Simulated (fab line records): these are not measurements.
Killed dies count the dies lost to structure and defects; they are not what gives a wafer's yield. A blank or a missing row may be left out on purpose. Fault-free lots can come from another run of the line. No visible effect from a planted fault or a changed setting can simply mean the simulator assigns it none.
fab line records	flow sky130
record: lots: 24	wafers: 72	last_day: 50
route steps=708 shown FIELD_ISO@3 METAL1@438 METAL3@565 PASSIVATION@683 PAD_OPEN@701
lots untouched by any fault: they come from a run of this same line in which no faults occurred
start_h: hours from the record's opening day to when the first of the lot's shown wafers began	wait_h: time in hours since the lot's previous step	" the same as in the row above	L1.1+2: several wafers, shown together as one row	- value missing, or start not given	* or withheld: withheld	< > ~ a bound
route shown NAME@n: names a module that has steps shown in the file, with the first one's number in the route	usual: the fault-free wafers' mean and standard deviation	same: alike in all rows	chamber/n: place in a boat	sites: the reading at each site	_std_site: the standard deviation of these	_edge_site: the outer-site mean with the inner-site mean subtracted	radius_mm: for every site, how far away it sits from the centre of the wafer	mask NAME#n: copy n	behind: the tool/chamber that last shaped the wafer	hold: the reason the lot was held/the length of the hold in hours/how it ended	device: the transistor (n, p or np) that didn't switch	end of line: the same wafers' tests at the end of the route	step lacking rows: just its recipe	killed: at the first sort, the dies lost to defects and structure; wafer yield is something else	map: dies across one wafer; x = killed, . = not, _ = none there
set.NAME: the run value of the setting; set.NAME@STEP: its run value at that earlier step	model.NAME: the simulator's own value behind a step, which no gauge read
one table for each step of the route and one row for each wafer, over a sample of lots
services: a tool's chamber out of use, with start hour (start_h, from the record's first day; less than 0 if before it), hours out, and reason
== steps ==
step: SKY_FIELD_ISO_THK_MEAS_02
recipe: reads: SiO2_of_FIELD_ISO_OXIDATION_01
usual: FIELD_ISO_OXIDATION_00_THK: 11.97/0.2
lot.wafer	tool	chamber	start_h	wait_h	FIELD_ISO_OXIDATION_00_THK[nm]
L074.1	film_metro-02	-	14.36	0.0	12.15
L074.3	"	-	"	"	12.15
L074.5	"	-	"	"	11.71
L076.1	film_metro-03	-	22.57	0.0	11.84
L076.4	"	-	"	"	11.85
L076.6	"	-	"	"	12.03
L075.2	film_metro-02	-	22.58	0.0	12.01
L075.4	"	-	"	"	12.10
L075.6	"	-	"	"	12.17
L077.1	film_metro-02	-	32.43	0.0	12.08
L077.2	"	-	"	"	11.96
L077.5	"	-	"	"	12.05
L078.4	film_metro-04	-	32.46	0.0	11.94
L078.5	"	-	"	"	11.86
L078.6	"	-	"	"	11.93
L079.1	film_metro-02	-	37.93	0.0	11.92
L079.4	"	-	"	"	12.02
L079.5	"	-	"	"	11.57
L080.1	film_metro-02	-	42.02	0.0	12.34
L080.2	"	-	"	"	12.12
L080.3	"	-	"	"	12.03
L081.2	film_metro-02	-	47.06	0.0	12.11
L081.4	"	-	"	"	12.18
L081.6	"	-	"	"	11.84
L082.2	film_metro-04	-	51.64	0.0	12.05
L082.3	"	-	"	"	12.04
L082.4	"	-	"	"	12.10
L083.1	film_metro-03	-	56.63	0.0	12.25
L083.2	"	-	"	"	12.09
L083.5	"	-	"	"	12.16
L084.2	film_metro-02	-	61.64	0.0	12.13
L084.5	"	-	"	"	12.16
L084.6	"	-	"	"	12.04
L085.2	film_metro-03	-	67.50	0.0	12.25
L085.3	"	-	"	"	12.27
L085.4	"	-	"	"	12.16
L086.1	film_metro-02	-	71.63	0.0	11.69
L086.2	"	-	"	"	11.74
L086.5	"	-	"	"	11.64
L087.1	film_metro-03	-	76.63	0.0	11.58
L087.3	"	-	"	"	11.72
L087.5	"	-	"	"	11.87
L088.2	film_metro-04	-	82.52	0.0	11.84
L088.4	"	-	"	"	11.93
L088.5	"	-	"	"	11.90
L089.1	film_metro-02	-	88.92	0.0	11.94
L089.2	"	-	"	"	12.07
L089.4	"	-	"	"	11.97
L090.1	film_metro-02	-	93.24	0.0	11.95
L090.3	"	-	"	"	11.88
L090.6	"	-	"	"	11.94
L091.2	film_metro-04	-	97.54	0.0	12.18
L091.3	"	-	"	"	12.08
L091.6	"	-	"	"	12.31
L092.1	film_metro-04	-	102.88	0.0	11.95
L092.4	"	-	"	"	12.05
L092.5	"	-	"	"	11.99
L093.1	film_metro-02	-	106.63	0.0	12.19
L093.3	"	-	"	"	11.93
L093.4	"	-	"	"	12.00
L094.2	film_metro-04	-	111.64	0.0	11.84
L094.3	"	-	"	"	12.03
L094.6	"	-	"	"	11.79
L095.1	film_metro-02	-	116.95	0.0	11.75
L095.3	"	-	"	"	11.58
L095.5	"	-	"	"	11.76
L096.2	film_metro-04	-	123.22	0.0	11.58
L096.3	"	-	"	"	11.70
L096.5	"	-	"	"	11.51
L097.1	film_metro-03	-	126.92	0.0	12.22
L097.2	"	-	"	"	12.16
L097.3	"	-	"	"	12.09
step: SKY_METAL1_SPUTTER_04
recipe: material: TiN	target_thk_nm: 70	power_w: 6500	time_s: 58.3	chamber_pressure_pa: 0.4
usual: throttle_valve_pct: 29.8/0.8
lot.wafer	tool	chamber	start_h	wait_h	throttle_valve_pct
L074.1	pvd_sputter-04	-	744.91	0.0	29.2
L074.3	"	-	"	"	31.0
L074.5	"	-	"	"	30.7
L075.2	pvd_sputter-02	-	751.04	0.0	29.6
L075.4	"	-	"	"	29.2
L075.6	"	-	"	"	29.4
L076.1	pvd_sputter-04	-	758.97	0.0	30.6
L076.4	"	-	"	"	29.4
L076.6	"	-	"	"	31.2
L078.4	pvd_sputter-04	-	769.19	0.0	31.0
L078.5	"	-	"	"	30.9
L078.6	"	-	"	"	31.0
L077.1	pvd_sputter-04	-	771.62	0.0	29.2
L077.2	"	-	"	"	31.2
L077.5	"	-	"	"	31.0
L080.1	pvd_sputter-01	-	779.83	0.0	30.8
L080.2	"	-	"	"	29.7
L080.3	"	-	"	"	29.7
L079.1	pvd_sputter-02	-	779.96	0.0	28.8
L079.4	"	-	"	"	29.0
L079.5	"	-	"	"	29.5
L081.2	pvd_sputter-04	-	792.87	0.0	31.2
L081.4	"	-	"	"	30.6
L081.6	"	-	"	"	31.0
L082.2	pvd_sputter-01	-	796.02	0.0	30.1
L082.3	"	-	"	"	28.7
L082.4	"	-	"	"	30.7
L083.1	pvd_sputter-04	-	806.02	0.0	30.9
L083.2	"	-	"	"	31.0
L083.5	"	-	"	"	29.1
L084.2	pvd_sputter-04	-	823.26	0.0	30.8
L084.5	"	-	"	"	30.6
L084.6	"	-	"	"	29.2
L085.2	pvd_sputter-02	-	826.03	0.0	29.6
L085.3	"	-	"	"	29.7
L085.4	"	-	"	"	28.5
L086.1	pvd_sputter-01	-	834.98	0.0	30.7
L086.2	"	-	"	"	28.7
L086.5	"	-	"	"	29.9
L087.1	pvd_sputter-02	-	846.60	0.0	29.3
L087.3	"	-	"	"	29.2
L087.5	"	-	"	"	29.8
L088.2	pvd_sputter-02	-	850.15	0.0	29.6
L088.4	"	-	"	"	29.1
L088.5	"	-	"	"	29.6
L089.1	pvd_sputter-04	-	852.88	0.0	30.7
L089.2	"	-	"	"	30.8
L089.4	"	-	"	"	30.9
L090.1	pvd_sputter-04	-	865.32	0.0	31.1
L090.3	"	-	"	"	30.5
L090.6	"	-	"	"	31.1
L091.2	pvd_sputter-02	-	868.27	0.0	29.0
L091.3	"	-	"	"	29.4
L091.6	"	-	"	"	28.8
L093.1	pvd_sputter-02	-	883.90	0.0	29.0
L093.3	"	-	"	"	29.7
L093.4	"	-	"	"	29.4
L092.1	pvd_sputter-04	-	886.20	0.0	30.7
L092.4	"	-	"	"	30.6
L092.5	"	-	"	"	31.0
L094.2	pvd_sputter-02	-	886.59	0.0	29.5
L094.3	"	-	"	"	29.9
L094.6	"	-	"	"	30.0
L095.1	pvd_sputter-02	-	889.45	0.0	29.2
L095.3	"	-	"	"	29.3
L095.5	"	-	"	"	29.4
L096.2	pvd_sputter-01	-	900.54	0.0	29.5
L096.3	"	-	"	"	30.0
L096.5	"	-	"	"	30.6
L097.1	pvd_sputter-02	-	909.03	0.0	29.8
L097.2	"	-	"	"	29.8
L097.3	"	-	"	"	29.1
step: SKY_METAL3_DESCUM_15
recipe: chemistry: O2	source_power_w: 150	bias_power_w: 0	pressure_mtorr: 10	temp_c: 40	time_s: 8
usual: drypump_motor_current_A: 6.0/0.39	oes_product_au: 1.006/0.0072
lot.wafer	tool	chamber	start_h	wait_h	drypump_motor_current_A	oes_product_au	rf_hours_counter_h
L074.1	rie_metal-03	1	906.06	0.0	5.9	1.016	4
L074.3	"	0	"	"	5.6	1.010	-
L074.5	"	0	"	"	5.6	1.004	-
L075.2	rie_metal-02	0	913.70	0.0	6.4	1.005	12
L075.4	"	1	"	"	5.5	1.001	-
L075.6	"	1	"	"	5.5	1.008	-
L076.1	rie_metal-02	1	920.31	0.0	5.5	1.008	3
L076.4	"	1	"	"	5.5	1.003	-
L076.6	"	1	"	"	5.5	1.017	-
L078.4	rie_metal-03	0	931.47	0.0	5.5	1.013	-
L078.5	"	1	"	"	5.9	1.014	-
L078.6	"	0	"	"	5.5	1.007	-
L077.1	rie_metal-02	1	933.41	0.0	5.5	1.004	3
L077.2	"	0	"	"	6.4	1.011	13
L077.5	"	0	"	"	6.4	1.011	-
L080.1	rie_metal-04	0	940.96	0.0	6.4	1.003	15
L080.2	"	1	"	"	6.0	0.995	7
L080.3	"	0	"	"	6.5	1.002	-
L079.1	rie_metal-04	1	941.50	0.0	6.0	1.002	7
L079.4	"	0	"	"	6.5	1.013	-
L079.5	"	1	"	"	6.0	0.991	-
L081.2	rie_metal-03	0	951.56	0.0	5.5	1.013	-
L081.4	"	0	"	"	5.5	1.002	-
L081.6	"	0	"	"	5.5	1.010	-
L082.2	rie_metal-02	0	956.96	0.0	6.4	0.999	14
L082.3	"	0	"	"	6.3	1.002	-
L082.4	"	1	"	"	5.5	1.008	-
L083.1	rie_metal-02	1	965.70	0.0	5.5	0.994	5
L083.2	"	0	"	"	6.4	1.003	15
L083.5	"	1	"	"	5.5	1.003	-
L084.2	rie_metal-04	1	977.51	0.0	6.0	0.997	9
L084.5	"	1	"	"	6.0	1.007	-
L084.6	"	0	"	"	6.5	1.015	-
L085.2	rie_metal-04	1	984.11	0.0	6.0	1.008	9
L085.3	"	0	"	"	6.5	1.017	-
L085.4	"	1	"	"	6.0	1.000	-
L086.1	rie_metal-03	1	990.81	0.0	5.9	1.011	8
L086.2	"	0	"	"	5.5	1.004	16
L086.5	"	1	"	"	6.0	1.008	-
L087.1	rie_metal-03	0	1001.16	0.0	5.5	1.010	16
L087.3	"	0	"	"	5.5	1.007	-
L087.5	"	0	"	"	5.5	1.011	-
L088.2	rie_metal-02	0	1001.67	0.0	6.3	1.009	17
L088.4	"	0	"	"	6.3	1.005	-
L088.5	"	1	"	"	5.5	1.008	-
L089.1	rie_metal-02	1	1007.81	0.0	5.5	1.000	7
L089.2	"	0	"	"	6.3	1.004	17
L089.4	"	1	"	"	5.5	1.008	-
L090.1	rie_metal-04	1	1018.10	0.0	6.0	1.006	11
L090.3	"	1	"	"	6.0	1.002	-
L090.6	"	0	"	"	6.4	1.011	-
L091.2	rie_metal-02	0	1022.71	0.0	6.4	1.007	18
L091.3	"	1	"	"	5.5	1.005	-
L091.6	"	0	"	"	6.4	1.002	-
L093.1	rie_metal-02	1	1036.55	0.0	5.5	0.988	9
L093.3	"	1	"	"	5.5	0.990	-
L093.4	"	0	"	"	6.4	1.005	-
L092.1	rie_metal-03	0	1038.51	0.0	5.5	1.017	19
L092.4	"	0	"	"	5.5	1.017	-
L092.5	"	1	"	"	5.9	1.012	-
L094.2	rie_metal-04	0	1040.76	0.0	6.5	1.006	20
L094.3	"	0	"	"	6.4	1.006	-
L094.6	"	1	"	"	6.0	1.006	-
L095.1	rie_metal-02	0	1041.11	0.0	6.3	1.010	20
L095.3	"	1	"	"	5.5	0.994	-
L095.5	"	0	"	"	6.4	1.007	-
L096.2	rie_metal-02	1	1049.66	0.0	5.5	0.993	10
L096.3	"	1	"	"	5.5	0.994	-
L096.5	"	1	"	"	5.5	0.997	-
L097.1	rie_metal-04	1	1057.60	0.0	5.9	0.989	13
L097.2	"	0	"	"	6.4	1.006	21
L097.3	"	1	"	"	5.9	1.006	-
step: SKY_PASSIVATION_CVD_02
recipe: material: Si3N4	target_thk_nm: 540	temp_c: 400	time_s: withheld	rf_w: 450
usual: heater_power_w: 745/100
lot.wafer	tool	chamber	start_h	wait_h	heater_power_w
L074.1	pecvd-01	0	1032.00	0.1	966
L074.3	"	1	"	"	763
L074.5	"	0	"	"	944
L075.2	pecvd-01	0	1039.65	0.0	833
L075.4	"	0	"	"	904
L075.6	"	2	"	"	782
L076.1	pecvd-02	2	1044.07	0.1	665
L076.4	"	1	"	"	596
L076.6	"	2	"	"	708
L078.4	pecvd-01	0	1055.28	0.1	927
L078.5	"	2	"	"	744
L078.6	"	1	"	"	656
L077.1	pecvd-01	0	1058.45	0.1	917
L077.2	"	2	"	"	769
L077.5	"	0	"	"	929
L080.1	pecvd-02	2	1065.75	0.1	729
L080.2	"	0	"	"	680
L080.3	"	1	"	"	702
L079.1	pecvd-01	1	1067.24	0.1	686
L079.4	"	0	"	"	857
L079.5	"	1	"	"	697
L081.2	pecvd-01	1	1073.35	0.0	800
L081.4	"	1	"	"	633
L081.6	"	0	"	"	920
L082.2	pecvd-02	0	1078.88	0.0	687
L082.3	"	1	"	"	630
L082.4	"	0	"	"	698
L083.1	pecvd-02	1	1087.03	0.1	704
L083.2	"	2	"	"	655
L083.5	"	0	"	"	555
L084.2	pecvd-01	2	1096.19	0.0	756
L084.5	"	0	"	"	922
L084.6	"	2	"	"	756
L085.2	pecvd-02	0	1101.84	0.0	678
L085.3	"	1	"	"	625
L085.4	"	0	"	"	707
L086.1	pecvd-04	0	1110.00	0.1	619
L086.2	"	1	"	"	877
L086.5	"	0	"	"	631
L087.1	pecvd-02	2	1117.26	0.1	694
L087.3	"	1	"	"	686
L087.5	"	2	"	"	725
L088.2	pecvd-02	0	1118.55	0.0	663
L088.4	"	1	"	"	650
L088.5	"	0	"	"	678
L089.1	pecvd-04	1	1124.00	0.1	992
L089.2	"	0	"	"	626
L089.4	"	2	"	"	736
L090.1	pecvd-01	2	1132.97	0.1	807
L090.3	"	1	"	"	657
L090.6	"	2	"	"	633
L091.2	pecvd-01	2	1137.40	0.0	654
L091.3	"	1	"	"	727
L091.6	"	1	"	"	744
L093.1	pecvd-01	0	1145.45	0.1	932
L093.3	"	1	"	"	699
L093.4	"	2	"	"	761
L092.1	pecvd-02	2	1149.10	0.1	698
L092.4	"	0	"	"	571
L092.5	"	1	"	"	736
L094.2	pecvd-02	1	1151.02	0.0	719
L094.3	"	2	"	"	707
L094.6	"	0	"	"	667
L095.1	pecvd-01	1	1152.46	0.1	741
L095.3	"	2	"	"	800
L095.5	"	0	"	"	926
L096.2	pecvd-02	2	1158.46	0.0	690
L096.3	"	0	"	"	697
L096.5	"	0	"	"	711
L097.1	pecvd-04	2	1163.75	0.1	739
L097.2	"	0	"	"	617
L097.3	"	1	"	"	1046
step: SKY_PAD_OPEN_ETCH_07
recipe: chemistry: CF4/O2	target_depth_nm: 725	stop_on: AlCu	source_w: 800	bias_w: 150	pressure_mtorr: 150	cf4_flow_sccm: 80	O2_flow_sccm: 10	time_s: 161.1
usual: drypump_motor_current_A: 5.8/0.47	oes_product_au: 0.977/0.0075	throttle_valve_pct: 5.965/0.0087
lot.wafer	tool	chamber	start_h	wait_h	drypump_motor_current_A	oes_product_au	rf_hours_counter_h	throttle_valve_pct
L074.1	rie_diel-03	0	1076.06	-	6.0	0.976	16	5.960
L074.3	"	3	"	"	5.4	0.969	29	5.948
L074.5	"	2	"	"	6.4	0.991	-	5.970
L075.2	rie_diel-03	2	1084.01	-	6.4	0.974	25	5.975
L075.4	"	1	"	"	5.2	0.975	18	5.958
L075.6	"	2	"	"	6.4	0.980	-	5.979
L076.1	rie_diel-02	2	1087.86	-	6.1	0.974	27	5.962
L076.4	"	3	"	"	5.2	0.974	15	5.973
L076.6	"	1	"	"	5.4	0.976	-	5.952
L078.4	rie_diel-02	0	1097.65	-	6.2	0.973	17	5.963
L078.5	"	3	"	"	5.2	0.971	-	5.970
L078.6	"	2	"	"	6.1	0.974	-	5.961
L077.1	rie_diel-02	3	1100.20	-	5.2	0.961	15	5.978
L077.2	"	1	"	"	5.4	0.972	4	5.951
L077.5	"	3	"	"	5.2	0.970	-	5.956
L080.1	rie_diel-02	3	1107.91	-	5.2	0.978	16	5.966
L080.2	"	1	"	"	5.4	0.978	4	5.961
L080.3	"	0	"	"	6.2	0.969	18	5.963
L079.1	rie_diel-03	1	1109.41	-	5.2	0.962	18	5.967
L079.4	"	2	"	"	6.4	0.970	-	5.955
L079.5	"	1	"	"	5.2	0.979	-	5.966
L081.2	rie_diel-01	0	1115.00	-	5.7	0.975	11	5.965
L081.4	"	1	"	"	6.4	0.976	22	5.970
L081.6	"	1	"	"	6.4	0.975	-	5.959
L082.2	rie_diel-03	0	1118.60	-	6.0	0.974	18	5.972
L082.3	"	2	"	"	6.4	0.974	27	5.959
L082.4	"	2	"	"	6.4	0.978	-	5.957
L083.1	rie_diel-03	0	1127.31	-	6.0	0.992	18	5.979
L083.2	"	1	"	"	5.2	0.972	19	5.973
L083.5	"	2	"	"	6.4	0.986	-	5.975
L084.2	rie_diel-03	2	1135.80	-	6.4	0.974	27	5.981
L084.5	"	3	"	"	5.4	0.970	-	5.972
L084.6	"	0	"	"	6.0	0.989	-	5.956
L085.2	rie_diel-01	2	1140.31	-	5.2	0.975	23	5.966
L085.3	"	1	"	"	6.4	0.977	23	5.974
L085.4	"	3	"	"	6.4	0.993	11	5.968
L086.1	rie_diel-02	0	1147.86	-	6.2	0.982	19	5.972
L086.2	"	3	"	"	5.2	0.965	17	5.959
L086.5	"	3	"	"	5.2	0.987	-	5.973
L087.1	rie_diel-02	1	1155.05	-	5.4	0.975	6	5.953
L087.3	"	0	"	"	6.2	0.980	20	5.967
L087.5	"	3	"	"	5.2	0.975	-	5.967
L088.2	rie_diel-02	1	1156.36	-	5.4	0.979	6	5.953
L088.4	"	3	"	"	5.2	0.982	-	5.966
L088.5	"	1	"	"	5.4	0.982	-	5.969
L089.1	rie_diel-03	1	1160.05	-	5.2	0.968	21	5.974
L089.2	"	0	"	"	6.0	0.978	19	5.957
L089.4	"	2	"	"	6.3	0.986	28	5.964
L090.1	rie_diel-02	0	1169.51	-	6.2	0.972	20	5.972
L090.3	"	3	"	"	5.2	0.970	18	5.969
L090.6	"	1	"	"	5.4	0.973	-	5.943
L091.2	rie_diel-01	1	1174.15	-	6.4	0.974	24	5.972
L091.3	"	2	"	"	5.2	0.970	25	5.970
L091.6	"	3	"	"	6.3	0.986	-	5.973
L093.1	rie_diel-03	3	1179.96	-	5.4	0.973	2	5.958
L093.3	"	1	"	"	5.2	0.971	21	5.956
L093.4	"	0	"	"	6.0	0.989	20	5.954
L092.1	rie_diel-01	3	1182.61	-	6.4	0.964	12	5.965
L092.4	"	1	"	"	6.4	0.978	25	5.970
L092.5	"	2	"	"	5.2	0.979	-	5.959
L094.2	rie_diel-03	0	1184.51	-	6.0	0.976	20	5.963
L094.3	"	3	"	"	5.4	0.977	2	5.978
L094.6	"	1	"	"	5.2	0.985	-	5.968
L095.1	rie_diel-03	2	1186.21	-	6.4	0.972	29	5.960
L095.3	"	1	"	"	5.2	0.971	22	5.965
L095.5	"	3	"	"	5.4	0.985	-	5.960
L096.2	rie_diel-02	2	1191.86	-	6.1	0.977	0	5.961
L096.3	"	3	"	"	5.2	0.972	19	5.954
L096.5	"	0	"	"	6.2	0.988	-	5.962
L097.1	rie_diel-03	1	1195.56	-	5.2	0.974	22	5.957
L097.2	"	0	"	"	6.0	0.983	21	5.964
L097.3	"	3	"	"	5.4	0.980	3	5.965
step: SKY_PAD_OPEN_STRIP_08
recipe: chemistry: O2/N2	power_w: 1400	pressure_mtorr: 1500	platen_temp_c: withheld	overash_fraction: 0.7	o2_flow_sccm: 3000	n2_flow_sccm: 300
usual: drypump_motor_current_A: 6.0/0.31	oes_product_au: 0.663/0.0047	strip_time_to_endpoint_s: 37.09/0.095
lot.wafer	tool	chamber	start_h	wait_h	drypump_motor_current_A	oes_product_au	rf_hours_counter_h	strip_time_to_endpoint_s
L074.1	plasma_asher-02	0	1076.16	0.1	5.8	0.672	63	37.20
L074.3	"	0	"	"	5.8	0.663	-	37.20
L074.5	"	0	"	"	5.8	0.665	-	37.19
L075.2	plasma_asher-01	1	1084.11	0.1	6.7	0.659	33	37.05
L075.4	"	0	"	"	6.1	0.656	-	37.08
L075.6	"	1	"	"	6.7	0.664	-	37.12
L076.1	plasma_asher-03	1	1087.96	0.1	5.7	0.665	100	36.92
L076.4	"	0	"	"	5.8	0.662	-	37.07
L076.6	"	1	"	"	5.7	0.669	-	37.05
L078.4	plasma_asher-02	0	1097.79	0.1	5.8	0.667	-	37.21
L078.5	"	1	"	"	6.1	0.654	-	37.23
L078.6	"	0	"	"	5.8	0.666	-	37.18
L077.1	plasma_asher-03	1	1100.30	0.1	5.7	0.657	101	37.18
L077.2	"	0	"	"	5.8	0.660	101	37.05
L077.5	"	1	"	"	5.7	0.660	-	37.13
L080.1	plasma_asher-02	1	1108.02	0.1	6.1	0.666	66	37.07
L080.2	"	0	"	"	5.8	0.660	66	37.14
L080.3	"	1	"	"	6.1	0.666	-	37.03
L079.1	plasma_asher-01	0	1109.51	0.1	6.1	0.659	36	37.03
L079.4	"	0	"	"	6.1	0.657	-	37.03
L079.5	"	1	"	"	6.7	0.667	-	37.07
L081.2	plasma_asher-03	0	1115.10	0.1	5.8	0.660	103	37.32
L081.4	"	0	"	"	5.8	0.660	-	37.25
L081.6	"	0	"	"	5.8	0.659	-	37.21
L082.2	plasma_asher-02	0	1118.70	0.1	5.8	0.664	67	36.95
L082.3	"	0	"	"	5.8	0.662	-	36.96
L082.4	"	1	"	"	6.1	0.667	-	36.96
L083.1	plasma_asher-01	1	1127.42	0.1	6.7	0.668	38	37.00
L083.2	"	0	"	"	6.1	0.673	38	37.05
L083.5	"	1	"	"	6.7	0.665	-	37.11
L084.2	plasma_asher-02	1	1135.90	0.1	6.1	0.666	69	37.21
L084.5	"	1	"	"	6.1	0.671	-	37.17
L084.6	"	0	"	"	5.8	0.658	-	37.15
L085.2	plasma_asher-02	0	1140.42	0.1	5.8	0.661	69	36.94
L085.3	"	1	"	"	6.1	0.665	-	37.08
L085.4	"	0	"	"	5.8	0.656	-	37.02
L086.1	plasma_asher-03	1	1147.96	0.1	5.7	0.673	106	37.02
L086.2	"	0	"	"	5.8	0.664	106	37.03
L086.5	"	1	"	"	5.7	0.660	-	37.06
L087.1	plasma_asher-01	1	1155.15	0.1	6.6	0.671	41	37.05
L087.3	"	0	"	"	6.2	0.662	-	37.04
L087.5	"	0	"	"	6.1	0.664	-	37.01
L088.2	plasma_asher-03	1	1156.46	0.1	5.7	0.663	107	37.16
L088.4	"	1	"	"	5.7	0.657	-	37.02
L088.5	"	0	"	"	5.8	0.660	-	37.07
L089.1	plasma_asher-01	1	1160.15	0.1	6.7	0.659	41	36.99
L089.2	"	0	"	"	6.2	0.668	41	37.11
L089.4	"	0	"	"	6.2	0.669	-	37.07
L090.1	plasma_asher-01	1	1169.61	0.1	6.6	0.660	42	37.14
L090.3	"	0	"	"	6.1	0.660	-	37.16
L090.6	"	1	"	"	6.7	0.656	-	36.95
L091.2	plasma_asher-02	1	1174.25	0.1	6.1	0.657	72	37.12
L091.3	"	0	"	"	5.8	0.662	-	37.18
L091.6	"	0	"	"	5.8	0.658	-	37.08
L093.1	plasma_asher-02	1	1180.06	0.1	6.1	0.656	73	37.04
L093.3	"	1	"	"	6.1	0.662	-	37.04
L093.4	"	0	"	"	5.8	0.665	-	36.95
L092.1	plasma_asher-02	0	1182.71	0.1	5.8	0.665	73	37.20
L092.4	"	0	"	"	5.8	0.654	-	37.23
L092.5	"	0	"	"	5.8	0.655	-	37.29
L094.2	plasma_asher-01	0	1184.62	0.1	6.1	0.666	44	37.16
L094.3	"	1	"	"	6.7	0.664	-	37.01
L094.6	"	0	"	"	6.2	0.657	-	36.94
L095.1	plasma_asher-02	0	1186.31	0.1	5.8	0.662	74	37.04
L095.3	"	0	"	"	5.8	0.653	-	37.01
L095.5	"	1	"	"	6.1	0.661	-	37.07
L096.2	plasma_asher-03	0	1191.97	0.1	5.8	0.670	110	37.05
L096.3	"	0	"	"	5.8	0.663	-	37.09
L096.5	"	1	"	"	5.7	0.654	-	37.14
L097.1	plasma_asher-02	1	1195.66	0.1	6.1	0.661	75	37.24
L097.2	"	0	"	"	5.8	0.663	75	37.17
L097.3	"	1	"	"	6.1	0.663	-	37.12
== services ==
tool	chamber	start_h	hours	kind
pecvd-02	-	738.68	2.8	pm
rie_diel-03	2	746.47	7.1	repair
pecvd-01	-	755.68	0.6	repair
rie_diel-03	-	757.53	4.3	pm
pvd_sputter-02	-	763.99	2.8	repair
rie_diel-03	2	778.82	1.6	repair
pecvd-02	-	795.04	6.0	pm
rie_diel-03	-	798.36	14.6	pm
pecvd-01	1	806.02	5.0	repair
plasma_asher-02	-	813.28	2.8	pm
pecvd-01	-	861.94	28.1	pm
rie_metal-02	-	870.06	1.5	repair
plasma_asher-02	-	877.02	4.0	repair
pecvd-01	1	902.37	16.9	repair
pecvd-01	0	955.52	5.9	repair
pecvd-01	2	1008.85	5.0	repair
rie_diel-03	-	1024.52	15.6	pm
rie_diel-03	0	1040.67	4.8	repair
rie_diel-03	1	1042.71	4.4	repair
rie_diel-03	-	1047.35	0.5	repair
rie_diel-03	-	1082.09	0.4	repair
rie_diel-03	1	1088.08	15.1	repair
rie_metal-02	0	1124.41	9.4	repair
rie_diel-03	1	1171.05	4.2	repair
== key ==
fault none
